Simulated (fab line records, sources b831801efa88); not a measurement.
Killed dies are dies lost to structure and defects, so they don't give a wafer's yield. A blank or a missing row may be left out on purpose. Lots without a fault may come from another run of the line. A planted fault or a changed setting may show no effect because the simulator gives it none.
fab line records | flow sky130
record lots=11 wafers=33 last_day=50
route steps=708 shown SD_N@344 METAL1@436 VIA1@472 VIA2@508
lots that met no fault: from a run of the same line without faults
start_h: hours from the record's first day to the start of the lot's first wafer shown | wait_h: hours since the lot's step before | " the same as in the row above | L1.1+2: a row that stands for several wafers | - no value, or no start given | * or withheld: withheld | < > ~ a bound
route shown NAME@n: a module of which the file shows steps, and the number in the route of the first | usual: mean/standard deviation of fault-free wafers | same: alike in all rows | chamber/n: place in a boat | sites: the reading at each site | _std_site: their standard deviation | _edge_site: outer sites' mean less inner sites' | radius_mm: how far each site lies from the wafer's centre | mask NAME#n: copy n | behind: the tool/chamber that last shaped the wafer | hold: why the lot was held/for how many hours/how that ended | device: the transistor (n, p or np) that didn't switch | end of line: the same wafers' tests at the end of the route | a step without rows: its recipe alone | killed: dies lost to structure and defects at the first sort, not the wafer's yield | map: a wafer's dies, x killed, . not, _ none there
set.NAME: the setting as run; set.NAME@STEP: as run at that earlier step | model.NAME: the simulator's own value behind a step, which no gauge read
steps of the route over a sample of lots; a table a step, a row a wafer
services: from which hour (start_h, from the record's first day; less than 0 if before it) a tool's chamber was out of use, for how many hours, and why
## steps
# step SKY_SD_N_COAT_02
# recipe resist=NOVOLAK spin_rpm=3000 resist_thk_nm=1140
# usual dispense_pressure_kPa=48.5/0.78
# columns lot.wafer tool chamber start_h wait_h dispense_pressure_kPa
L683.2 litho_track-03 0 642.71 0.1 48.2
L683.3 " 0 " " 48.3
L683.6 " 0 " " 48.2
L684.1 litho_track-03 0 652.24 0.1 48.3
L684.4 " 0 " " 48.3
L684.6 " 0 " " 48.2
L685.2 litho_track-03 0 666.26 0.1 48.2
L685.5 " 0 " " 48.3
L685.6 " 0 " " 48.3
L686.1 litho_track-03 0 672.49 0.1 48.3
L686.3 " 0 " " 48.3
L686.6 " 0 " " 48.3
L687.2 litho_track-02 0 686.97 0.1 48.0
L687.4 " 0 " " 48.1
L687.6 " 0 " " 48.0
L688.1 litho_track-01 0 689.79 0.1 50.6
L688.4 " 0 " " 50.6
L688.5 " 0 " " 50.6
L689.2 litho_track-03 0 696.16 0.1 48.3
L689.3 " 0 " " 48.3
L689.6 " 0 " " 48.3
L696.4 litho_track-03 0 756.26 0.1 48.3
L696.5 " 0 " " 48.3
L696.6 " 0 " " 48.3
L700.2 litho_track-03 0 786.51 0.1 48.3
L700.3 " 0 " " 48.3
L700.4 " 0 " " 48.3
L702.1 litho_track-03 0 799.04 0.1 48.2
L702.4 " 0 " " 48.2
L702.6 " 0 " " 48.2
L703.3 litho_track-03 0 805.04 0.1 48.2
L703.4 " 0 " " 48.2
L703.5 " 0 " " 48.2
# step SKY_SD_N_CD_MEAS_07
# recipe target_cd_nm=380
# usual cd_nm=380.8/2
# columns lot.wafer tool chamber start_h wait_h cd_nm
L683.2 cd_sem-01 - 657.46 0.1 374.8
L683.3 " - " " 377.0
L683.6 " - " " 377.8
L684.1 cd_sem-02 - 666.64 0.1 384.3
L684.4 " - " " 381.6
L684.6 " - " " 382.3
L685.2 cd_sem-01 - 681.26 0.1 435.9
L685.5 " - " " 434.2
L685.6 " - " " 434.8
L686.1 cd_sem-02 - 686.69 0.1 434.6
L686.3 " - " " 432.3
L686.6 " - " " 430.2
L687.2 cd_sem-01 - 701.01 0.1 380.7
L687.4 " - " " 382.0
L687.6 " - " " 377.6
L688.1 cd_sem-01 - 703.69 0.1 382.7
L688.4 " - " " 384.1
L688.5 " - " " 382.3
L689.2 cd_sem-01 - 710.91 0.1 415.9
L689.3 " - " " 413.3
L689.6 " - " " 411.1
L696.4 cd_sem-02 - 770.05 0.1 378.9
L696.5 " - " " 378.4
L696.6 " - " " 378.3
L700.2 cd_sem-01 - 799.96 0.1 383.4
L700.3 " - " " 381.8
L700.4 " - " " 383.1
L702.1 cd_sem-01 - 812.19 0.1 382.2
L702.4 " - " " 381.4
L702.6 " - " " 382.1
L703.3 cd_sem-02 - 819.03 0.1 379.5
L703.4 " - " " 380.3
L703.5 " - " " 377.9
# step SKY_SD_N_STRIP_11
# recipe chemistry=O2/N2 power_w=1400 pressure_mtorr=1500 platen_temp_c=withheld o2_flow_sccm=3000 n2_flow_sccm=300 overash_fraction=0.5
# usual drypump_motor_current_A=5.44/0.27 oes_product_au=0.528/0.0048 strip_time_to_endpoint_s=22.57/0.046
# columns lot.wafer tool chamber start_h wait_h drypump_motor_current_A oes_product_au rf_hours_counter_h strip_time_to_endpoint_s
L683.2 plasma_asher-04 0 657.89 0.1 4.99 0.531 88 22.62
L683.3 " 1 " " 5.41 0.524 - 22.61
L683.6 " 1 " " 5.43 0.533 - 22.65
L684.1 plasma_asher-02 0 667.10 0.1 5.56 0.530 16 22.61
L684.4 " 1 " " 5.56 0.526 - 22.65
L684.6 " 1 " " 5.58 0.530 - 22.62
L685.2 plasma_asher-01 1 681.69 0.1 5.87 0.470 60 17.48
L685.5 " 1 " " 5.87 0.479 - 17.50
L685.6 " 0 " " 5.76 0.456 - 17.51
L686.1 plasma_asher-04 1 687.15 0.1 5.44 0.471 91 17.46
L686.3 " 1 " " 5.44 0.474 - 17.47
L686.6 " 0 " " 4.98 0.473 - 17.47
L687.2 plasma_asher-01 1 701.44 0.1 5.85 0.521 61 22.55
L687.4 " 0 " " 5.76 0.525 - 22.51
L687.6 " 0 " " 5.75 0.527 - 22.56
L688.1 plasma_asher-04 1 704.15 0.1 5.43 0.522 93 22.55
L688.4 " 0 " " 5.02 0.530 - 22.57
L688.5 " 1 " " 5.44 0.528 - 22.57
L689.2 plasma_asher-01 0 711.35 0.1 5.73 0.468 62 17.47
L689.3 " 0 " " 5.74 0.470 - 17.50
L689.6 " 0 " " 5.75 0.472 - 17.48
L696.4 plasma_asher-02 0 770.48 0.1 5.53 0.524 - 22.56
L696.5 " 0 " " 5.53 0.523 - 22.63
L696.6 " 1 " " 5.58 0.522 - 22.54
L700.2 plasma_asher-04 1 800.40 0.1 5.46 0.522 103 22.65
L700.3 " 0 " " 5.00 0.535 - 22.66
L700.4 " 1 " " 5.44 0.534 - 22.65
L702.1 plasma_asher-04 1 812.65 0.1 5.41 0.525 105 22.54
L702.4 " 1 " " 5.41 0.516 - 22.49
L702.6 " 0 " " 4.97 0.526 - 22.46
L703.3 plasma_asher-02 1 819.48 0.1 5.58 0.524 - 22.54
L703.4 " 0 " " 5.52 0.523 - 22.54
L703.5 " 1 " " 5.57 0.531 - 22.51
# step SKY_METAL1_SPUTTER_02
# recipe material=AlCu target_thk_nm=250 power_w=10600 time_s=13.3 chamber_pressure_pa=0.4
# usual throttle_valve_pct=30.2/0.84
# columns lot.wafer tool chamber start_h wait_h throttle_valve_pct
L683.2 pvd_sputter-01 - 746.27 0.0 30.2
L683.3 " - " " 29.4
L683.6 " - " " 29.0
L684.1 pvd_sputter-03 - 755.86 0.0 30.3
L684.4 " - " " 31.2
L684.6 " - " " 30.4
L685.2 pvd_sputter-03 - 770.30 0.0 30.2
L685.5 " - " " 30.0
L685.6 " - " " 28.8
L686.1 pvd_sputter-01 - 773.62 0.0 30.2
L686.3 " - " " 32.1
L686.6 " - " " 30.3
L687.2 pvd_sputter-04 - 788.55 0.0 30.3
L687.4 " - " " 30.6
L687.6 " - " " 30.6
L688.1 pvd_sputter-04 - 791.77 0.0 29.6
L688.4 " - " " 30.3
L688.5 " - " " 30.4
L689.2 pvd_sputter-03 - 798.33 0.0 31.3
L689.3 " - " " 30.2
L689.6 " - " " 28.9
L696.4 pvd_sputter-04 - 856.19 0.0 30.7
L696.5 " - " " 30.6
L696.6 " - " " 30.3
L700.2 pvd_sputter-01 - 885.14 0.0 30.1
L700.3 " - " " 29.5
L700.4 " - " " 29.3
L702.1 pvd_sputter-01 - 896.53 0.0 32.4
L702.4 " - " " 30.2
L702.6 " - " " 32.3
L703.3 pvd_sputter-04 - 902.36 0.0 30.2
L703.4 " - " " 30.5
L703.5 " - " " 30.4
# step SKY_VIA1_ETCH_14
# recipe chemistry=N2/H2 target=BARC ion_energy_ev=200 source_w=500 bias_w=100 pressure_mtorr=30 n2_flow_sccm=100 h2_flow_sccm=200 stop_on=SiO2 time_s=45.9 target_depth_a=600
# usual drypump_motor_current_A=6.0/0.53 oes_product_au=0.854/0.0045 rf_fwd_power_W=495.0/1.9 throttle_valve_pct=13.225/0.0082
# columns lot.wafer tool chamber start_h wait_h drypump_motor_current_A oes_product_au rf_fwd_power_W rf_hours_counter_h throttle_valve_pct
L683.2 rie_diel-01 2 801.94 0.0 6.4 0.855 497.2 10 13.232
L683.3 " 1 " " 6.8 0.854 495.5 2 13.227
L683.6 " 3 " " 5.7 0.851 490.4 - 13.227
L684.1 rie_diel-04 1 811.45 0.0 6.5 0.847 496.0 0 13.226
L684.4 " 1 " " 6.6 0.852 495.4 - 13.230
L684.6 " 3 " " 5.2 0.855 498.6 - 13.233
L685.2 rie_diel-02 1 825.80 0.0 5.8 0.853 499.0 26 13.230
L685.5 " 1 " " 5.8 0.846 496.4 - 13.234
L685.6 " 2 " " 5.9 0.861 496.5 - 13.223
L686.1 rie_diel-04 2 828.79 0.0 6.3 0.861 492.3 0 13.217
L686.3 " 0 " " 6.0 0.841 493.6 18 13.211
L686.6 " 0 " " 6.0 0.855 491.7 - 13.227
L687.2 rie_diel-01 2 843.69 0.0 6.4 0.853 495.7 11 13.225
L687.4 " 0 " " 5.3 0.853 493.6 18 13.221
L687.6 " 0 " " 5.3 0.850 493.2 - 13.222
L688.1 rie_diel-04 1 846.88 0.0 6.5 0.849 494.0 2 13.229
L688.4 " 3 " " 5.2 0.862 497.4 6 13.224
L688.5 " 0 " " 5.9 0.849 494.7 - 13.226
L689.2 rie_diel-02 3 851.65 0.0 5.2 0.853 493.9 6 13.217
L689.3 " 2 " " 5.9 0.857 497.3 21 13.235
L689.6 " 1 " " 5.8 0.853 495.2 - 13.238
L696.4 rie_diel-01 2 909.40 0.0 6.4 0.856 495.9 13 13.216
L696.5 " 3 " " 5.7 0.848 491.1 - 13.219
L696.6 " 0 " " 5.4 0.861 495.6 - 13.231
L700.2 rie_diel-04 0 936.19 0.0 5.9 0.861 495.3 21 13.218
L700.3 " 3 " " 5.2 0.857 497.6 9 13.227
L700.4 " 2 " " 6.3 0.859 492.7 4 13.229
L702.1 rie_diel-04 2 947.85 0.0 6.3 0.855 494.4 4 13.229
L702.4 " 0 " " 5.9 0.856 496.7 21 13.229
L702.6 " 2 " " 6.3 0.864 494.5 - 13.214
L703.3 rie_diel-01 2 953.23 0.0 6.4 0.863 495.2 14 13.213
L703.4 " 1 " " 6.8 0.849 495.3 6 13.220
L703.5 " 2 " " 6.4 0.857 496.5 - 13.217
# step SKY_VIA2_THK_MEAS_01
# recipe reads=SiO2_of_VIA2_HDPCVD_00
# usual VIA2_HDPCVD_THK=1176/11
# columns lot.wafer tool chamber start_h wait_h VIA2_HDPCVD_THK[nm]
L683.2 film_metro-04 - 830.40 0.1 1183
L683.3 " - " " 1183
L683.6 " - " " 1195
L684.1 film_metro-01 - 840.23 0.1 1167
L684.4 " - " " 1180
L684.6 " - " " 1189
L685.2 film_metro-04 - 854.55 0.1 1170
L685.5 " - " " 1175
L685.6 " - " " 1171
L686.1 film_metro-03 - 857.28 0.1 1182
L686.3 " - " " 1180
L686.6 " - " " 1168
L687.2 film_metro-04 - 872.67 0.1 1167
L687.4 " - " " 1176
L687.6 " - " " 1183
L688.1 film_metro-03 - 874.76 0.1 1173
L688.4 " - " " 1181
L688.5 " - " " 1172
L689.2 film_metro-03 - 879.70 0.1 1188
L689.3 " - " " 1181
L689.6 " - " " 1201
L696.4 film_metro-04 - 936.83 0.0 1172
L696.5 " - " " 1173
L696.6 " - " " 1170
L700.2 film_metro-03 - 962.95 0.1 1173
L700.3 " - " " 1193
L700.4 " - " " 1173
L702.1 film_metro-04 - 974.41 0.1 1185
L702.4 " - " " 1184
L702.6 " - " " 1173
L703.3 film_metro-04 - 979.63 0.1 1179
L703.4 " - " " 1170
L703.5 " - " " 1174
## services
# columns tool chamber start_h hours kind
pvd_sputter-03 - 622.37 1.2 repair
plasma_asher-02 - 644.63 14.6 pm
rie_diel-04 - 651.60 2.8 pm
plasma_asher-01 - 657.68 0.9 repair
plasma_asher-01 - 663.05 3.1 repair
rie_diel-04 - 682.41 0.2 repair
plasma_asher-01 - 688.58 8.7 repair
plasma_asher-04 - 723.76 2.8 pm
rie_diel-04 3 738.49 3.1 repair
rie_diel-01 - 742.60 1.7 repair
rie_diel-01 3 749.44 15.6 repair
pvd_sputter-04 - 756.93 0.7 repair
rie_diel-01 1 764.17 2.9 repair
rie_diel-04 3 770.99 3.7 repair
plasma_asher-04 - 775.26 2.3 repair
plasma_asher-01 - 776.04 47.9 pm
rie_diel-01 0 799.21 8.7 repair
rie_diel-01 0 815.48 3.3 repair
pvd_sputter-04 - 839.20 1.4 repair
rie_diel-01 - 872.05 2.8 pm
plasma_asher-04 - 899.95 1.8 repair
plasma_asher-04 - 912.58 1.0 repair
rie_diel-01 0 922.66 16.1 repair
rie_diel-04 1 932.39 2.9 repair
## key
first_sign step=SKY_SD_N_CD_MEAS_07 reading=cd_nm direction=up sigmas=23 usual=380.8 struck=426.9 through=control_loop
effect step=SKY_SD_N_STRIP_11 reading=strip_time_to_endpoint_s direction=down sigmas=99+ usual=* struck=* through=*
met_at SKY_SD_N_COAT_02
struck_lots L685,L686,L689
tester_left_out L685,L686,L689
loop_trim step=SKY_SD_N_EXPOSE_04 setting=dose lots=L689
not_acting_at SKY_METAL1_SPUTTER_02,SKY_VIA1_ETCH_14,SKY_VIA2_THK_MEAS_01
onset_between 652.24 666.26
fault kind=process_parameter_drift tool=litho_track-03 chamber=- onset_h=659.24 steps=SKY_SD_N_COAT_02 channel=resist_thk_nm offset=-445.05 shape=step end_h=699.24 acts_in=these_recipes_only stated=1140
# tester_left_out: of these lots the tester's yield and bins aren't shown, on N5 and GAA mostly nor the transistor test; their killed dies are dies lost to structure and defects alone, not to doping, threshold or leakage, so they don't give the yield
# loop_trim: a control loop set the setting to another value than it would have without faults
